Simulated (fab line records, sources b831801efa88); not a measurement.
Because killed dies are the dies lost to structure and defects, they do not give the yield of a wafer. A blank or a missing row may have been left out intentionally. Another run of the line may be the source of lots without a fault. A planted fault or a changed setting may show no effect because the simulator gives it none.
fab line records | flow sky130
record lots=5 wafers=23
route steps=708 shown VIA2@521 CAPM@548 METAL3@558 VIA3@573 METAL4@602 VIA4@639
start-h: hours from the record's first day to the start of the lot's first wafer shown | wait-h: how many hours have passed since the lot's step before this one | " same as the row above | L1.1+2: a single row standing in for several wafers | - no value, or no start was given | * or withheld: withheld | < > ~ a bound
route shown NAME@n: a module of which the file shows steps, and the number in the route of the first | usual: average and standard deviation across the fault-free wafers | same: alike in all rows | chamber/n: place in a boat | sites: each site's reading | _std_site: standard deviation of those values | _edge_site: mean of outer sites minus mean of inner sites | radius-mm: how far each site lies from the wafer's centre | mask NAME#n: copy n | behind: tool/chamber where the wafer was last shaped | hold: why the lot went on hold/how many hours it stayed there/how the hold came to an end | device: transistor that didn't switch, given as n, p or np | end of line: the tests these same wafers got at the end of their route | for a step that has no rows: nothing shown but its recipe | killed: not the wafer's yield, but the dies lost to structure and defects at the first sort | map: a wafer's dies, x killed, . not, _ none there
set.NAME: the run value of the setting; set.NAME@STEP: its run value at that earlier step | model.NAME: the simulator's own value behind a step, which no gauge read
lots with deliberately changed settings; one table per step, one row per wafer
## steps
# step SKY_VIA2_ETCH_14
# recipe chemistry=N2/H2 target=BARC ion-energy-ev=200 source-w=500 bias-w=100 pressure-mtorr=30 n2-flow-sccm=100 h2-flow-sccm=200 stop-on=SiO2 time-s=45.9 target-depth-a=600
# columns lot.wafer tool chamber start-h wait-h set.bias-w set.resist-thk-nm@VIA2_COAT_07 model.KrF-thick_of_VIA2_COAT_07.thk-nm
L078.2 rie-diel-02 3 881.78 0.0 100 450 396
L078.3 " 0 " " 100 450 395.6
L078.6 " 0 " " 100 450 394.3
L079.1 rie-diel-02 2 887.80 0.0 91.67 450 394.6
L079.2 " 1 " " 100 450 393.5
L079.4 " 0 " " 91.67 466.8 410.4
L079.5 " 3 " " 100 466.8 411.4
L079.6 " 2 " " 100 450 394.1
L080.1 rie-diel-03 0 897.20 0.0 100 458 398.4
L080.2 " 3 " " 100 450 391.6
L080.4 " 1 " " 104 450 392.1
L080.5 " 1 " " 100 450 392.9
L080.6 " 2 " " 104 458 400.4
L081.1 rie-diel-01 1 899.10 0.0 100 436 379
L081.2 " 2 " " 100 450 392.7
L081.3 " 0 " " 100 436 378.1
L081.4 " 3 " " 100 450 394.3
L081.5 " 3 " " 100 436 378.8
L085.1 rie-diel-03 1 935.40 0.0 100 450 393.5
L085.2 " 3 " " 110.4 450 392.1
L085.3 " 0 " " 110.4 440.8 381.9
L085.4 " 2 " " 110.4 450 392.2
L085.5 " 1 " " 100 440.8 383.3
# step SKY_VIA2_ETCH_15
# recipe target=SiO2 chemistry=C4F8/O2/Ar target-depth-nm=546 stop-on=TiN mask-material=KrF-thick source-w=1500 bias-w=1200 pressure-mtorr=40 c4f8-flow-sccm=withheld O2_flow_sccm=6 Ar_flow_sccm=300 time-s=84
# columns lot.wafer tool chamber start-h wait-h set.resist-thk-nm@VIA2_COAT_07 model.KrF-thick_of_VIA2_COAT_07.thk-nm
L078.2 rie-diel-02 3 881.83 0.0 450 290.4
L078.3 " 0 " " 450 287.8
L078.6 " 0 " " 450 287.2
L079.1 rie-diel-02 2 887.84 0.0 450 286.1
L079.2 " 1 " " 450 284.9
L079.4 " 0 " " 466.8 301.3
L079.5 " 3 " " 466.8 304
L079.6 " 2 " " 450 285.5
L080.1 rie-diel-03 0 897.24 0.0 458 285.8
L080.2 " 3 " " 450 283
L080.4 " 1 " " 450 283.4
L080.5 " 1 " " 450 283.8
L080.6 " 2 " " 458 292.2
L081.1 rie-diel-01 1 899.14 0.0 436 267.7
L081.2 " 2 " " 450 283.5
L081.3 " 0 " " 436 268.5
L081.4 " 3 " " 450 286.1
L081.5 " 3 " " 436 270.8
L085.1 rie-diel-03 1 935.44 0.0 450 284.5
L085.2 " 3 " " 450 283
L085.3 " 0 " " 440.8 270.6
L085.4 " 2 " " 450 284.3
L085.5 " 1 " " 440.8 273.7
# step SKY_VIA2_STRIP_16
# recipe chemistry=O2/N2 power-w=1400 pressure-mtorr=1500 platen-temp-c=withheld o2-flow-sccm=3000 n2-flow-sccm=300 overash-fraction=0.5
# usual strip-time-to-endpoint-s=4.056/0.027
# columns lot.wafer tool chamber start-h wait-h set.resist-thk-nm@VIA2_COAT_07 strip-time-to-endpoint-s
L078.2 plasma-asher-01 1 881.89 0.0 450 4.112
L078.3 " 0 " " 450 4.102
L078.6 " 1 " " 450 4.083
L079.1 plasma-asher-01 0 887.90 0.0 450 4.077
L079.2 " 1 " " 450 4.069
L079.4 " 1 " " 466.8 4.225
L079.5 " 0 " " 466.8 4.261
L079.6 " 1 " " 450 4.071
L080.1 plasma-asher-04 0 897.30 0.0 458 4.069
L080.2 " 1 " " 450 4.037
L080.4 " 0 " " 450 4.025
L080.5 " 1 " " 450 4.058
L080.6 " 0 " " 458 4.152
L081.1 plasma-asher-03 0 899.20 0.0 436 3.880
L081.2 " 1 " " 450 4.039
L081.3 " 0 " " 436 3.871
L081.4 " 1 " " 450 4.078
L081.5 " 1 " " 436 3.902
L085.1 plasma-asher-03 1 935.50 0.0 450 4.063
L085.2 " 0 " " 450 4.050
L085.3 " 0 " " 440.8 3.903
L085.4 " 1 " " 450 4.061
L085.5 " 1 " " 440.8 3.950
# step SKY_VIA2_CMP_24
# recipe stop-on=SiO2 t-overpolish-s=20 down-force-psi=3.5 platen-rpm=60 target-thk-nm=0 pad-velocity-m-s=0.94248
# usual overpolish-run-s=20.000/0.0095
# columns lot.wafer tool chamber start-h wait-h set.t-overpolish-s overpolish-run-s
L078.3 cmp-02 0 882.90 0.1 20 19.984
L078.2 " 1 " " 20 20.000
L078.6 " 0 " " 20 19.992
L079.4 cmp-02 2 888.87 0.0 20 19.977
L079.1 " 3 " " 16.34 16.332
L079.2 " 0 " " 20 20.007
L079.5 " 2 " " 16.34 16.341
L079.6 " 3 " " 16.34 16.336
L080.4 cmp-01 2 898.27 0.0 18.22 18.220
L080.2 " 3 " " 20 19.995
L080.1 " 0 " " 18.22 18.221
L080.6 " 2 " " 20 20.004
L080.5 " 3 " " 18.22 18.233
L081.1 cmp-02 2 900.27 0.2 20 19.994
L081.2 " 3 " " 23.02 23.021
L081.4 " 0 " " 20 20.002
L081.3 " 1 " " 20 19.995
L081.5 " 3 " " 23.02 23.020
L085.3 cmp-01 3 936.88 0.0 17.11 17.100
L085.4 " 0 " " 17.11 17.125
L085.2 " 1 " " 20 20.010
L085.1 " 2 " " 20 20.014
L085.5 " 0 " " 20 20.008
# step SKY_CAPM_DEVELOP_11
# recipe resist=NOVOLAK developer=TMAH develop-time-s=60 dev-temp-c=23
# columns lot.wafer tool chamber start-h wait-h set.dev-temp-c
L078.2+3+6 litho-track-04 0 908.17 0.1 23
L079.1+2+4+5+6 litho-track-04 0 914.69 0.1 23
L080.1+2 litho-track-04 0 923.74 0.1 23
L080.4+5+6 " 0 " " 20.25
L081.1+2 litho-track-03 0 926.63 0.1 23
L081.3+4+5 " 0 " " 21.64
L085.1+3 litho-track-02 0 961.31 0.1 23
L085.2+4+5 " 0 " " 25.17
# step SKY_CAPM_METAL_ETCH_13
# recipe target-depth-nm=220 stop-on=SiO2 chemistry=Cl2/BCl3 target=TiN pressure-mtorr=10 icp-w=900 bias-w=48.5 Cl2_flow_sccm=60 bcl3-flow-sccm=30 time-s=62.9
# columns lot.wafer tool chamber start-h wait-h set.dev-temp-c@CAPM_DEVELOP_11 model.CAPM.cd-nm
L078.2+6 rie-metal-04 0 908.33 0.0 23 1001
L078.3 " 1 " " 23 1004
L079.1+4+5 rie-metal-01 0 914.88 0.0 23 1002
L079.2+6 " 1 " " 23 1003
L080.1 rie-metal-04 0 923.93 0.0 23 1004
L080.2 " 1 " " 23 1001
L080.4 " 0 " " 20.25 994.1
L080.5 " 1 " " 20.25 995.6
L080.6 " 0 " " 20.25 994
L081.1+2 rie-metal-03 1,0 926.81 0.0 23 1003
L081.3 " 0 " " 21.64 998.5
L081.4 " 1 " " 21.64 997.1
L081.5 " 0 " " 21.64 998.1
L085.1 rie-metal-01 1 961.49 0.0 23 998.5
L085.2+4 " 0,1 " " 25.17 1005
L085.3 " 0 " " 23 1000
L085.5 " 0 " " 25.17 1006
# step SKY_METAL3_COAT_08
# recipe resist=KrF-thick spin-rpm=3000 resist-thk-nm=1140
# columns lot.wafer tool chamber start-h wait-h set.resist-thk-nm model.KrF-thick_of_METAL3_COAT_08.thk-nm
L078.2 litho-track-02 0 - - 1140 1147
L078.3 " 0 " " 1140 1145
L078.6 " 0 " " 1140 1146
L079.1 litho-track-02 0 - - 1140 1144
L079.2 " 0 " " 1140 1142
L079.4 " 0 " " 1093 1098
L079.5 " 0 " " 1093 1097
L079.6 " 0 " " 1140 1143
L080.1 litho-track-01 0 - - 1140 1141
L080.2+4 " 0 " " 1196 1196
L080.5 " 0 " " 1140 1140
L080.6 " 0 " " 1140 1139
L081.1+5 litho-track-01 0 - - 1182 1187
L081.2 " 0 " " 1140 1144
L081.3 " 0 " " 1140 1145
L081.4 " 0 " " 1182 1189
L085.1+2 litho-track-04 0 - - 1140 1143
L085.3 " 0 " " 1140 1145
L085.4 " 0 " " 1140 1141
L085.5 " 0 " " 1140 1146
# step SKY_METAL3_ETCH_16
# recipe chemistry=N2/H2 target=BARC ion-energy-ev=200 bias-w=100 pressure-mtorr=30 n2-flow-sccm=100 h2-flow-sccm=200 icp-w=500 stop-on=SiO2 time-s=88.2 target-depth-a=600
# columns lot.wafer tool chamber start-h wait-h set.bias-w
L078.2+3+6 rie-metal-01 1,1,0 934.28 0.0 100
L079.1+2+4+5+6 rie-metal-01 0,1,0,1,0 940.83 0.0 100
L080.1+4+6 rie-metal-03 1,1,0 949.50 0.0 100
L080.2+5 " 0,1 " " 94.78
L081.1+3+5 rie-metal-01 0,1,1 952.50 0.0 100
L081.2+4 " 1,0 " " 107.1
L085.1+3+5 rie-metal-03 0,1,1 986.47 0.0 100
L085.2+4 " 1,0 " " 103.1
# step SKY_METAL3_ETCH_17
# recipe target=SiO2 stop-on=TiN chemistry=C4F8/O2/Ar source-w=1500 bias-w=1200 pressure-mtorr=40 c4f8-flow-sccm=withheld O2_flow_sccm=6 Ar_flow_sccm=300 time-s=3.9 target-depth-a=150
# step SKY_METAL3_METAL_ETCH_18
# recipe target-depth-a=8450 stop-on=SiO2 over-etch-frac=0.3 time-s=183.1 chemistry=Cl2/BCl3 resist-sidewall-deg=88 pressure-mtorr=10 icp-w=900 bias-w=48.5 Cl2_flow_sccm=60 bcl3-flow-sccm=30
# step SKY_METAL3_STRIP_19
# recipe chemistry=O2/N2 power-w=1400 pressure-mtorr=1500 platen-temp-c=withheld o2-flow-sccm=3000 n2-flow-sccm=300 overash-fraction=0.5
# usual oes-product-au=0.504/0.0056 strip-time-to-endpoint-s=6.60/0.096
# columns lot.wafer tool chamber start-h wait-h set.resist-thk-nm@METAL3_COAT_08 oes-product-au strip-time-to-endpoint-s
L078.2 plasma-asher-01 0 934.58 0.1 1140 0.514 6.67
L078.3 " 1 " " 1140 0.503 6.57
L078.6 " 1 " " 1140 0.503 6.56
L079.1 plasma-asher-01 0 941.13 0.1 1140 0.505 6.60
L079.2 " 1 " " 1140 0.501 6.49
L079.4 " 0 " " 1093 0.477 6.07
L079.5 " 0 " " 1093 0.486 6.14
L079.6 " 1 " " 1140 0.504 6.49
L080.1 plasma-asher-03 1 949.79 0.1 1140 0.507 6.63
L080.2 " 0 " " 1196 0.533 7.32
L080.4 " 1 " " 1196 0.522 7.18
L080.5 " 0 " " 1140 0.510 6.70
L080.6 " 1 " " 1140 0.511 6.73
L081.1 plasma-asher-02 0 952.97 0.3 1182 0.524 7.10
L081.2 " 1 " " 1140 0.507 6.63
L081.3 " 0 " " 1140 0.506 6.67
L081.4 " 1 " " 1182 0.519 7.11
L081.5 " 1 " " 1182 0.526 7.14
L085.1 plasma-asher-03 1 986.76 0.1 1140 0.503 6.77
L085.2 " 0 " " 1140 0.510 6.65
L085.3 " 0 " " 1140 0.503 6.71
L085.4 " 1 " " 1140 0.500 6.67
L085.5 " 0 " " 1140 0.512 6.70
# step SKY_VIA3_HDPCVD_00
# recipe material=SiO2 target-thk-nm=1635 sigma-open-frac=0.3 time-s=272.5 temp-c=400 sih4-flow-sccm=60 pressure-mtorr=6
# columns lot.wafer tool chamber start-h wait-h set.time-s model.SiO2_of_VIA3_HDPCVD_00.thk-nm
L078.2 hdpcvd-02 2 935.61 0.0 272.5 1637
L078.3 " 1 " " 272.5 1629
L078.6 " 1 " " 272.5 1646
L079.1 hdpcvd-01 0 941.81 0.0 302.7 1841
L079.2 " 1 " " 272.5 1651
L079.4 " 1 " " 302.7 -
L079.5+6 " 0,2 " " 272.5 -
L080.1 hdpcvd-02 0 950.38 0.0 272.5 -
L080.2 " 2 " " 245.8 1471
L080.4 " 0 " " 245.8 -
L080.5 " 1 " " 245.8 1488
L080.6 " 2 " " 272.5 1620
L081.1 hdpcvd-02 2 953.56 0.0 285.9 1701
L081.2 " 1 " " 272.5 1636
L081.3 " 0 " " 272.5 1637
L081.4 " 0 " " 272.5 1626
L081.5 " 2 " " 285.9 1714
L085.1 hdpcvd-02 2 987.40 0.0 272.5 -
L085.2+3 " 0,1 " " 234.1 -
L085.4 " 2 " " 234.1 1400
L085.5 " 0 " " 272.5 1614
# step SKY_VIA3_THK_MEAS_01
# recipe reads=SiO2_of_VIA3_HDPCVD_00
# usual VIA3_HDPCVD_THK=1634/19
# columns lot.wafer tool chamber start-h wait-h set.time-s@VIA3_HDPCVD_00 VIA3_HDPCVD_THK[nm]
L078.2 film-metro-03 - 935.78 0.1 272.5 1637
L078.3 " - " " 272.5 1630
L078.6 " - " " 272.5 1646
L079.1 film-metro-03 - 941.98 0.1 302.7 1842
L079.2 " - " " 272.5 1650
L079.4 " - " " 302.7 1863
L079.5 " - " " 272.5 1653
L079.6 " - " " 272.5 1653
L080.1 film-metro-02 - 950.55 0.1 272.5 1618
L080.2 " - " " 245.8 1471
L080.4 " - " " 245.8 1476
L080.5 " - " " 245.8 1488
L080.6 " - " " 272.5 1621
L081.1 film-metro-03 - 953.73 0.1 285.9 1701
L081.2 " - " " 272.5 1637
L081.3 " - " " 272.5 1637
L081.4 " - " " 272.5 1625
L081.5 " - " " 285.9 1712
L085.1 film-metro-03 - 987.57 0.1 272.5 1616
L085.2 " - " " 234.1 1384
L085.3 " - " " 234.1 1385
L085.4 " - " " 234.1 1400
L085.5 " - " " 272.5 1614
# step SKY_VIA3_ETCH_14
# recipe chemistry=N2/H2 target=BARC ion-energy-ev=200 source-w=500 bias-w=100 pressure-mtorr=30 n2-flow-sccm=100 h2-flow-sccm=200 stop-on=SiO2 time-s=45.9 target-depth-a=600
# usual oes-product-au=0.855/0.005
# columns lot.wafer tool chamber start-h wait-h set.time-s oes-product-au
L078.2 rie-diel-02 1 960.53 0.0 45.9 0.861
L078.3 " 2 " " 45.9 0.858
L078.6 " 2 " " 45.9 0.861
L079.1 rie-diel-04 3 967.43 0.0 45.9 0.857
L079.2 " 1 " " 45.9 0.851
L079.4 " 0 " " 45.9 0.858
L079.5 " 1 " " 45.9 0.852
L079.6 " 2 " " 45.9 0.854
L080.1 rie-diel-04 3 975.44 0.0 45.9 0.855
L080.2 " 2 " " 45.9 0.864
L080.4 " 1 " " 45.9 0.864
L080.5 " 1 " " 45.9 0.858
L080.6 " 0 " " 45.9 0.860
L081.1 rie-diel-02 1 979.16 0.0 45.9 0.854
L081.2 " 3 " " 45.9 0.847
L081.3 " 0 " " 40.38 0.913
L081.4 " 2 " " 40.38 0.915
L081.5 " 3 " " 40.38 0.929
L085.1 rie-diel-02 0 1011.69 0.0 45.9 0.844
L085.2 " 3 " " 45.9 0.851
L085.3 " 1 " " 47.9 0.842
L085.4 " 2 " " 45.9 0.853
L085.5 " 0 " " 47.9 0.851
# step SKY_VIA3_SPUTTER_20
# recipe material=TiN target-thk-nm=20 chamber-pressure-pa=5 power-w=4000 time-s=80
# columns lot.wafer tool chamber start-h wait-h set.power-w model.TiN_of_VIA3_SPUTTER_20.thk-nm
L078.2 pvd-sputter-01 - 961.26 0.0 4000 20.02
L078.3 " - " " 4000 19.89
L078.6 " - " " 4000 19.92
L079.1 pvd-sputter-01 - 968.22 0.0 4000 20.1
L079.2 " - " " 4000 20
L079.4 " - " " 4000 20.01
L079.5 " - " " 4000 20.28
L079.6 " - " " 4000 20.18
L080.1 pvd-sputter-03 - 976.22 0.0 4000 19.75
L080.2 " - " " 4000 19.77
L080.4 " - " " 4000 20.22
L080.5 " - " " 4000 19.85
L080.6 " - " " 4000 20.18
L081.1 pvd-sputter-01 - 980.00 0.0 3634 18.02
L081.2 " - " " 4000 19.93
L081.3 " - " " 4000 19.76
L081.4 " - " " 3634 17.75
L081.5 " - " " 4000 19.71
L085.1 pvd-sputter-04 - 1012.43 0.0 4000 19.65
L085.2 " - " " 3697 18.45
L085.3 " - " " 4000 19.84
L085.4 " - " " 3697 18.23
L085.5 " - " " 3697 18.39
# step SKY_METAL4_SPUTTER_04
# recipe material=TiN target-thk-nm=70 power-w=6500 time-s=58.3 chamber-pressure-pa=0.4
# columns lot.wafer tool chamber start-h wait-h set.power-w model.TiN_of_METAL4_SPUTTER_04.thk-nm
L078.2 pvd-sputter-02 - 962.03 0.0 6500 69.87
L078.3 " - " " 6500 68.86
L078.6 " - " " 6500 69.81
L079.1 pvd-sputter-04 - 968.99 0.0 6500 70.13
L079.2 " - " " 6500 70.07
L079.4 " - " " 5764 62.18
L079.5 " - " " 5764 62.27
L079.6 " - " " 5764 62.97
L080.1 pvd-sputter-02 - 976.99 0.0 6885 73.93
L080.2 " - " " 6500 70.66
L080.4 " - " " 6885 74.08
L080.5 " - " " 6500 70.71
L080.6 " - " " 6500 70.36
L081.1 pvd-sputter-01 - 980.77 0.0 6293 66.7
L081.2 " - " " 6293 68.02
L081.3 " - " " 6293 66.99
L081.4 " - " " 6500 69.19
L081.5 " - " " 6500 69.06
L085.1 pvd-sputter-02 - 1015.30 0.0 6164 67.42
L085.2 " - " " 6164 67.38
L085.3 " - " " 6164 67.84
L085.4 " - " " 6500 70
L085.5 " - " " 6500 71.27
# step SKY_VIA4_HDPCVD_00
# recipe material=SiO2 target-thk-nm=1750 sigma-open-frac=0.3 time-s=291.7 temp-c=400 sih4-flow-sccm=60 pressure-mtorr=6
# columns lot.wafer tool chamber start-h wait-h set.time-s model.SiO2_of_VIA4_HDPCVD_00.thk-nm
L078.2 hdpcvd-02 0 1011.97 0.0 291.7 1738
L078.3 " 2 " " 291.7 1717
L078.6 " 0 " " 291.7 1723
L079.1+5 hdpcvd-02 0,2 1017.91 0.0 329 -
L079.2 " 2 " " 291.7 1772
L079.4 " 0 " " 329 1979
L079.6 " 0 " " 291.7 -
L080.1 hdpcvd-02 1 1023.48 0.0 291.7 1751
L080.2+4 " 0 " " 291.7 -
L080.5 " 2 " " 257 1527
L080.6 " 1 " " 257 -
L081.1+4+5 hdpcvd-01 1,1,0 1028.64 0.0 291.7 -
L081.2 " 0 " " 291.7 1769
L081.3 " 2 " " 291.7 1733
L085.1 hdpcvd-01 2 1061.83 0.0 291.7 1752
L085.2+5 " 0,1 " " 327.5 -
L085.3 " 1 " " 291.7 1770
L085.4 " 0 " " 327.5 1975
# step SKY_VIA4_THK_MEAS_01
# recipe reads=SiO2_of_VIA4_HDPCVD_00
# usual VIA4_HDPCVD_THK=1748/18
# columns lot.wafer tool chamber start-h wait-h set.time-s@VIA4_HDPCVD_00 VIA4_HDPCVD_THK[nm]
L078.2 film-metro-01 - 1012.16 0.1 291.7 1738
L078.3 " - " " 291.7 1716
L078.6 " - " " 291.7 1723
L079.1 film-metro-02 - 1018.17 0.2 329 1981
L079.2 " - " " 291.7 1770
L079.4 " - " " 329 1979
L079.5 " - " " 329 1989
L079.6 " - " " 291.7 1777
L080.1 film-metro-01 - 1023.66 0.1 291.7 1752
L080.2 " - " " 291.7 1762
L080.4 " - " " 291.7 1775
L080.5 " - " " 257 1527
L080.6 " - " " 257 1522
L081.1 film-metro-02 - 1028.82 0.1 291.7 1753
L081.2 " - " " 291.7 1769
L081.3 " - " " 291.7 1730
L081.4 " - " " 291.7 1750
L081.5 " - " " 291.7 1745
L085.1 film-metro-03 - 1062.01 0.1 291.7 1752
L085.2 " - " " 327.5 1985
L085.3 " - " " 291.7 1771
L085.4 " - " " 327.5 1974
L085.5 " - " " 327.5 1960
## key
split step=SKY_VIA2_ETCH_14 setting=bias-w stated=100 by=wafer
response none clear
split step=SKY_VIA2_CMP_24 setting=t-overpolish-s stated=20 by=wafer
response step=SKY_VIA2_CMP_24 reading=overpolish-run-s change=+0.2 per=1% r=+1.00
split step=SKY_CAPM_DEVELOP_11 setting=dev-temp-c stated=23 by=wafer
response step=SKY_CAPM_METAL_ETCH_13 reading=model.CAPM.cd-nm change=+0.675 per=1% r=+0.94
split step=SKY_METAL3_COAT_08 setting=resist-thk-nm stated=1140 by=wafer
response step=SKY_METAL3_COAT_08 reading=model.KrF-thick_of_METAL3_COAT_08.thk-nm change=+11.4 per=1% r=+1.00
response step=SKY_METAL3_STRIP_19 reading=oes-product-au change=+0.00442 per=1% r=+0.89
response step=SKY_METAL3_STRIP_19 reading=strip-time-to-endpoint-s change=* per=1% r=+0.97
split step=SKY_METAL3_ETCH_16 setting=bias-w stated=100 by=wafer
response none clear
split step=SKY_VIA3_HDPCVD_00 setting=time-s stated=272.5 by=wafer
response step=SKY_VIA3_HDPCVD_00 reading=model.SiO2_of_VIA3_HDPCVD_00.thk-nm change=+15.4 per=1% r=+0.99
response step=SKY_VIA3_THK_MEAS_01 reading=VIA3_HDPCVD_THK change=+16.2 per=1% r=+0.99
split step=SKY_VIA3_ETCH_14 setting=time-s stated=45.9 by=wafer
response step=SKY_VIA3_ETCH_14 reading=oes-product-au change=-0.00509 per=1% r=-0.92
split step=SKY_VIA3_SPUTTER_20 setting=power-w stated=4000 by=wafer
response step=SKY_VIA3_SPUTTER_20 reading=model.TiN_of_VIA3_SPUTTER_20.thk-nm change=+0.198 per=1% r=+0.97
split step=SKY_METAL4_SPUTTER_04 setting=power-w stated=6500 by=wafer
response step=SKY_METAL4_SPUTTER_04 reading=model.TiN_of_METAL4_SPUTTER_04.thk-nm change=+0.643 per=1% r=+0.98
split step=SKY_VIA4_HDPCVD_00 setting=time-s stated=291.7 by=wafer
response step=SKY_VIA4_HDPCVD_00 reading=model.SiO2_of_VIA4_HDPCVD_00.thk-nm change=+17.4 per=1% r=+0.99
response step=SKY_VIA4_THK_MEAS_01 reading=VIA4_HDPCVD_THK change=+17.8 per=1% r=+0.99
split outside-this-file step=SKY_VIA2_COAT_07 setting=resist-thk-nm
# split outside-this-file: this setting was split too, and the file shows its column; the key of that split is in another file
